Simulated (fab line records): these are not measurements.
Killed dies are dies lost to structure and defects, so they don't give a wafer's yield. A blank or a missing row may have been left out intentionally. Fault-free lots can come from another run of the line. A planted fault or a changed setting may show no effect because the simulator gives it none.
A struck lot beside a sound one	flow sky130	16 out of 708 route steps
Sound: these wafers, L179.1, L179.4, L179.5. Struck: wafer L184.4 (left out: L184.1, L184.6 of the same lot, which were not struck); the cause appears at the end.
Per side, at each step with rows, come the tool, then ch with its chambers, and then its first start. Under that, the readings that differ: sound wafers	struck wafers	difference of the means	sigmas: that difference in standard deviations of wafers without a fault.
alike: readings whose means differ by less than 2 such deviations, and words and numbers that are the same on both sides. not compared: withheld readings, readings that some wafer has no value for, bounds like >300 that may hide the same value, and numbers for which the record gives no deviation and whose values overlap.
The two part at a step that has a row with sigmas, a row that says differs or no value, or rows on one side only. Non-overlapping numbers with no deviation appear without sigmas and do not part them. A reading that every wafer of one side lacks parts them only if that side has two wafers or more.

first, 8 steps without rows for these wafers: SKY_METAL1_DEHYDRATE_07 (time 60 s); SKY_METAL1_HMDS_08 (prime time 60 s); SKY_METAL1_COAT_09 (resist thk 60 nm); SKY_METAL1_COAT_10 (resist thk 450 nm); SKY_METAL1_SOFTBAKE_11 (time 90 s); SKY_METAL1_EXPOSE_12 (exposes mask MM1, target cd 140 nm); SKY_METAL1_PEB_13; SKY_METAL1_DEVELOP_14 (develop time 60 s).
SKY_METAL1_CD_MEAS_15: target cd 140 nm.
  struck on cd_sem-02, day 36 21:12; sound on cd_sem-02, day 35 09:57
  alike: cd_nm
SKY_METAL1_OVL_MEAS_16:
  struck on overlay-02, day 36 21:19; sound on overlay-01, day 35 10:04
reading	sound	struck	difference	sigmas
METAL1_OVL (nm)	7 15 4	-9	-18	-3
SKY_METAL1_DESCUM_17: chemistry O2, time 8 s.
  sound on rie_metal-01 ch 1, day 35 10:06; struck on rie_metal-01 ch 0, day 36 21:21
  alike: chamber_pressure_mTorr, drypump_motor_current_A, oes_product_au
  not compared: rf_hours_counter_h
SKY_METAL1_ETCH_18: etches BARC in N2/H2, stops on SiO2, time 45.9 s, target depth 60 nm.
  sound on rie_metal-01 ch 1, day 35 10:10; struck on rie_metal-01 ch 0, day 36 21:23
  alike: chamber_pressure_mTorr, drypump_motor_current_A, oes_product_au, throttle_valve_pct
  not compared: rf_hours_counter_h
SKY_METAL1_METAL_ETCH_19: etches the open film in Cl2/BCl3, stops on SiO2, target depth 360 nm, time 78 s.
  sound on rie_metal-01 ch 1, day 35 10:17; struck on rie_metal-01 ch 0, day 36 21:27
reading	sound	struck	difference	sigmas
model.KrF-thick_of_METAL1_COAT_10.thk_nm (nm)	153.1 158.6 157.3	206.6	+50.3	
model.METAL1.cd_nm (nm)	139.6 138 136.2	142.1	+4.2	
model.SiO2_of_CONTACT_HDPCVD_02.thk_nm (nm)	325.8 325.1 324.8	326.3	+1.1	
  alike: chamber_pressure_mTorr, drypump_motor_current_A, oes_product_au, throttle_valve_pct
  not compared: rf_hours_counter_h
SKY_METAL1_STRIP_20: strips in O2/N2.
  sound on plasma_asher-02 ch 1, day 35 10:28; struck on plasma_asher-03 ch 0, day 36 21:32
reading	sound	struck	difference	sigmas
chamber_pressure_mTorr (mTorr)	1497.9 1498.6 1499.8	1502.1	+3.3	+2
drypump_motor_current_A (A)	5.1 5.1 5.1	6.2	+1.1	+2
oes_product_au (a.u.)	0.338 0.346 0.346	0.366	+0.023	+4
strip_time_to_endpoint_s (s)	2.64 2.69 2.68	3.25	+0.58	+8
  not compared: rf_hours_counter_h
then, 1 step without rows for these wafers: SKY_METAL1_STRIP_21 (strips in post etch residue remover, time 1200 s).
-- the record jumps here: 12 days lie between the struck wafers' starts before and after (it left off in module METAL1 and takes up again in module PAD_OPEN, whose first step shown is number 708 of the route) --
SKY_PAD_OPEN_PROBE_99:
  struck on prober-01, day 49 00:49; sound on prober-02, day 48 00:19
reading	sound	struck	difference	sigmas
model.etest.met1_comb.leak_log10_a_um	-12.16 -11.83 -11.96	-10.19	+1.79	

## WHERE THEY PART
Earliest at SKY_METAL1_OVL_MEAS_16; latest, in this record, at SKY_METAL1_STRIP_20.

WHY: the cause the simulator had injected
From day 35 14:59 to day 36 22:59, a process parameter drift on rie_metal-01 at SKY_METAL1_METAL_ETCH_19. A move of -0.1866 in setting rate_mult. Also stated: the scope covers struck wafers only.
